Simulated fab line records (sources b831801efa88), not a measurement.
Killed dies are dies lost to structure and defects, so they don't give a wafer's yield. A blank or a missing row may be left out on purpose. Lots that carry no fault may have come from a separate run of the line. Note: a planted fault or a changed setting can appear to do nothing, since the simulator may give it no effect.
fab line records | flow sky130 | part 2 of 2: steps 43 to 43 of 43
record: lots: 7 wafers: 20 lastDay: 50
route steps=708 shown VT_ADJUST_LVTN@104 VT_ADJUST_NCORE@119 VT_ADJUST_HVTR@131 VT_ADJUST_PCH@143 PAD_OPEN@708
lots untouched by any fault: they come from a run of this same line in which no faults occurred
startH: hours from the record's first day to the start of the lot's first wafer shown | waitH: time in hours since the lot's previous step | " same as the row above | L1.1+2: a row that stands for several wafers | - either no value or no given start | * or withheld: withheld | < > ~ a bound
route shown NAME@n: NAME is a module with steps in the file, n the number in the route of the first one | usual: the fault-free wafers' mean and standard deviation | same: alike in all rows | chamber/n: place in a boat | sites: each site's reading | _std_site: the standard deviation of these | _edge_site: outer sites' mean less inner sites' | radiusMm: how far each site lies from the wafer's centre | mask NAME#n: copy n | behind: the last tool/chamber to shape the wafer | hold: reason for holding the lot/hours on hold/outcome of the hold | device: the n, p or np transistor that did not switch | end of line: the route-end tests of the same wafers | step lacking rows: just its recipe | killed: at the first sort, the dies lost to defects and structure; wafer yield is something else | map: the dies of a wafer, with x for killed, . for not killed, _ for no die there
set.NAME: the setting as run; set.NAME@STEP: as run at that earlier step | model.NAME: the simulator's own value behind a step, which no gauge read
lots at some steps of the route; a table a step, a row a wafer
services: when a tool's chamber went out of use (startH, in hours from the record's first day, below 0 if earlier), for how many hours, and the reason
== steps ==
step: SKY_PAD_OPEN_PROBE_99
usual: killed_at_M0_to_M3: 42/7.3 killed_at_M4_up: 3.4/2 killedAtContacts: 24/5.8 killedAtFrontEnd: 15/4.6 killedAtOther: 0.3/0.62 killedDies: 84/9.8 killedOpen: 47/6.9 killedShort: 38/6.3
same: grossDies: 492 killedAtBackSide: 0
columns lot.wafer tool chamber startH waitH killed_at_M0_to_M3 killed_at_M4_up killedAtContacts killedAtFrontEnd killedAtOther killedDies killedOpen killedShort model.etest.nfetG5v0d10v5.vtVRange
L320.3 prober-02 - 1165.30 0.2 50 1 23 13 0 87 51 36 0.005192
L320.5 prober-02 - 1165.40 0.2 34 1 23 10 2 70 31 39 0.01083
L320.6 prober-02 - 1165.45 0.2 43 2 28 13 0 86 53 33 0.01615
L322.1 prober-01 - 1165.87 0.1 45 4 28 19 0 96 57 39 0.02062
L322.5 prober-01 - 1166.07 0.2 41 3 28 14 0 86 46 40 0.01662
L322.6 prober-01 - 1166.12 0.2 26 7 28 15 0 76 35 41 0.02874
L321.3 prober-02 - 1166.80 0.2 34 4 27 15 0 80 40 40 0.006863
L321.4 prober-02 - 1166.85 0.2 45 6 28 15 0 94 49 45 0.01919
L321.5 prober-02 - 1166.90 0.2 37 9 29 22 1 98 53 45 0.02847
L325.3 prober-01 - 1167.47 0.2 41 6 20 25 0 92 53 39 0.01439
L325.6 prober-01 - 1167.62 0.2 39 5 22 22 0 88 50 38 0.03535
L331.3 prober-02 - 1176.01 0.2 54 2 25 9 0 90 48 42 0.008606
L331.4 prober-02 - 1176.06 0.2 52 2 28 12 0 94 49 45 0.01579
L331.6 prober-02 - 1176.16 0.2 41 4 23 20 0 88 46 42 0.01631
L338.1 prober-01 - 1189.01 0.1 41 5 22 15 1 84 46 38 0.01085
L338.3 prober-01 - 1189.11 0.2 50 1 21 14 0 86 57 29 0.01254
L338.6 prober-01 - 1189.26 0.2 51 2 19 11 0 83 47 36 0.01106
L339.1 prober-02 - 1199.26 0.1 44 0 28 20 0 92 47 45 0.01615
L339.2 prober-02 - 1199.31 0.1 40 2 28 8 0 78 47 31 0.01424
L339.5 prober-02 - 1199.46 0.2 47 4 41 25 1 118 63 55 0.02031
killed by level:class
L320.3 VIA1:geometricParticle:open=13 VIA3:geometricParticle:open=9 VIA2:geometricParticle:open=7 CONTACT:geometricParticle:open=7 CONTACT:geometricParticle:short=6 POLY_GATE:geometricParticle:open=4 LI_CONTACT:geometricParticle:short=4 LI_CONTACT:geometricParticle:open=4
L320.5 LI_CONTACT:geometricParticle:open=9 VIA1:geometricParticle:open=8 FIELD_ISO:geometricParticle:short=6 METAL2:geometricParticle:short=6 VIA3:geometricParticle:open=5 CONTACT:geometricParticle:short=5 VIA1:geometricParticle:short=5 CONTACT:geometricParticle:open=4
L320.6 VIA1:geometricParticle:open=11 CONTACT:geometricParticle:open=9 LI_CONTACT:geometricParticle:open=8 VIA2:geometricParticle:open=7 CONTACT:geometricParticle:short=6 VIA1:geometricParticle:short=6 METAL2:geometricParticle:short=5 POLY_GATE:geometricParticle:open=4
L322.1 CONTACT:geometricParticle:open=15 VIA1:geometricParticle:open=11 VIA2:geometricParticle:open=8 VIA1:geometricParticle:short=7 CONTACT:geometricParticle:short=6 FIELD_ISO:geometricParticle:short=5 LI_CONTACT:geometricParticle:open=4 METAL2:geometricParticle:short=4
L322.5 VIA1:geometricParticle:open=10 CONTACT:geometricParticle:open=9 LI_CONTACT:geometricParticle:open=7 METAL2:geometricParticle:short=7 VIA3:geometricParticle:open=7 POLY_GATE:geometricParticle:open=5 METAL3:geometricParticle:short=5 FIELD_ISO:geometricParticle:short=4
L322.6 CONTACT:geometricParticle:open=9 LI_CONTACT:geometricParticle:open=6 VIA1:geometricParticle:open=6 FIELD_ISO:geometricParticle:short=5 METAL4:geometricParticle:short=5 FIELD_ISO:geometricParticle:open=4 LI_CONTACT:geometricParticle:short=4 CONTACT:geometricParticle:short=4
L321.3 VIA3:geometricParticle:open=7 LI_CONTACT:geometricParticle:open=6 VIA2:geometricParticle:open=6 LOCAL_INTERCONNECT:geometricParticle:short=6 POLY_GATE:geometricParticle:short=5 CONTACT:geometricParticle:short=5 CONTACT:geometricParticle:open=5 METAL1:geometricParticle:short=5
L321.4 LI_CONTACT:geometricParticle:open=11 METAL1:geometricParticle:short=9 CONTACT:geometricParticle:open=8 VIA2:geometricParticle:open=7 VIA3:geometricParticle:open=7 VIA1:geometricParticle:open=5 FIELD_ISO:geometricParticle:short=4 POLY_GATE:geometricParticle:short=4
L321.5 VIA1:geometricParticle:open=11 CONTACT:geometricParticle:short=8 POLY_GATE:geometricParticle:open=7 LI_CONTACT:geometricParticle:open=7 POLY_GATE:geometricParticle:short=6 CONTACT:geometricParticle:open=6 VIA2:geometricParticle:short=6 FIELD_ISO:geometricParticle:short=5
L325.3 POLY_GATE:geometricParticle:open=11 VIA1:geometricParticle:open=11 METAL1:geometricParticle:short=8 VIA2:geometricParticle:open=7 POLY_GATE:geometricParticle:short=5 CONTACT:geometricParticle:open=5 FIELD_ISO:geometricParticle:open=4 LI_CONTACT:geometricParticle:open=4
L325.6 VIA1:geometricParticle:open=14 LI_CONTACT:geometricParticle:open=10 POLY_GATE:geometricParticle:short=8 POLY_GATE:geometricParticle:open=6 VIA2:geometricParticle:open=6 FIELD_ISO:geometricParticle:short=5 LOCAL_INTERCONNECT:geometricParticle:short=4 CONTACT:geometricParticle:open=4
L331.3 VIA1:geometricParticle:open=14 CONTACT:geometricParticle:open=9 LI_CONTACT:geometricParticle:open=8 VIA2:geometricParticle:open=8 METAL1:geometricParticle:short=7 VIA1:geometricParticle:short=6 VIA3:geometricParticle:open=6 LOCAL_INTERCONNECT:geometricParticle:short=5
L331.4 VIA1:geometricParticle:open=14 CONTACT:geometricParticle:open=8 METAL2:geometricParticle:short=8 VIA1:geometricParticle:short=8 LI_CONTACT:geometricParticle:open=7 VIA2:geometricParticle:open=7 CONTACT:geometricParticle:short=6 LOCAL_INTERCONNECT:geometricParticle:short=5
L331.6 CONTACT:geometricParticle:open=9 VIA1:geometricParticle:open=9 VIA3:geometricParticle:open=9 VIA2:geometricParticle:open=7 POLY_GATE:geometricParticle:short=6 LI_CONTACT:geometricParticle:open=6 METAL1:geometricParticle:short=5 FIELD_ISO:geometricParticle:short=4
L338.1 CONTACT:geometricParticle:open=10 VIA1:geometricParticle:open=8 VIA2:geometricParticle:open=6 METAL3:geometricParticle:short=5 CONTACT:geometricParticle:short=5 METAL1:geometricParticle:short=5 VIA3:geometricParticle:open=5 FIELD_ISO:geometricParticle:short=4
L338.3 VIA2:geometricParticle:open=16 CONTACT:geometricParticle:open=10 VIA1:geometricParticle:short=9 VIA1:geometricParticle:open=9 FIELD_ISO:geometricParticle:open=5 LI_CONTACT:geometricParticle:open=5 VIA3:geometricParticle:open=5 CONTACT:geometricParticle:short=3
L338.6 VIA1:geometricParticle:open=14 VIA3:geometricParticle:open=9 LI_CONTACT:geometricParticle:open=7 VIA2:geometricParticle:open=7 CONTACT:geometricParticle:short=6 VIA1:geometricParticle:short=5 FIELD_ISO:geometricParticle:open=4 LOCAL_INTERCONNECT:geometricParticle:short=4
L339.1 VIA1:geometricParticle:open=10 CONTACT:geometricParticle:short=8 LI_CONTACT:geometricParticle:open=8 VIA1:geometricParticle:short=6 VIA2:geometricParticle:open=6 FIELD_ISO:geometricParticle:short=5 CONTACT:geometricParticle:open=5 VIA3:geometricParticle:open=5
L339.2 VIA1:geometricParticle:open=13 CONTACT:geometricParticle:open=11 LI_CONTACT:geometricParticle:open=7 LOCAL_INTERCONNECT:geometricParticle:short=6 VIA3:geometricParticle:open=5 VIA2:geometricParticle:open=5 METAL2:geometricParticle:short=4 POLY_GATE:geometricParticle:open=3
L339.5 CONTACT:geometricParticle:open=16 VIA1:geometricParticle:short=12 VIA1:geometricParticle:open=12 LI_CONTACT:geometricParticle:open=10 POLY_GATE:geometricParticle:short=7 CONTACT:geometricParticle:short=7 VIA2:geometricParticle:open=6 FIELD_ISO:geometricParticle:open=5
== services ==
columns tool chamber startH hours kind
plasmaAsher-03 - 142.07 0.8 repair
implanter-03 - 145.10 24.1 pm
plasmaAsher-03 - 167.32 0.3 repair
implanter-04 - 179.70 2.7 repair
implanter-03 - 231.21 3.2 repair
plasmaAsher-03 - 272.52 4.3 pm
implanter-04 - 322.16 4.1 repair
plasmaAsher-02 - 325.50 1.6 repair
implanter-03 - 337.92 8.5 repair
plasmaAsher-03 - 361.22 1.5 repair
== key ==
firstSign: step: SKY_VT_ADJUST_LVTN_TW_MEAS_21 reading: VT_ADJUST_LVTN_2_TW direction: down sigmas: 2.3 usual: 186.9 struck: 182.3
effect none on later readings
modelEffect: step: SKY_PAD_OPEN_PROBE_99 value: etest.nfetG5v0d10v5.vtVRange without: 0.01173 struck: 0.02776
metAt SKY_VT_ADJUST_LVTN_IMPLANT_19
struckWafers L321.4,L322.6,L325.6
testerLeftOut L321,L322,L325
onsetBetween 185.93 193.18
fault: kind: processParameterDrift tool: implanter-03 chamber: - onsetH: 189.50 steps: SKY_VT_ADJUST_LVTN_IMPLANT_19 channel: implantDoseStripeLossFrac offset: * shape: step endH: 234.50 scope: struckWafersOnly
testerLeftOut: of these lots the tester's yield and bins aren't shown, on N5 and GAA mostly nor the transistor test; their killed dies are dies lost to structure and defects alone, not to doping, threshold or leakage, so they don't give the yield
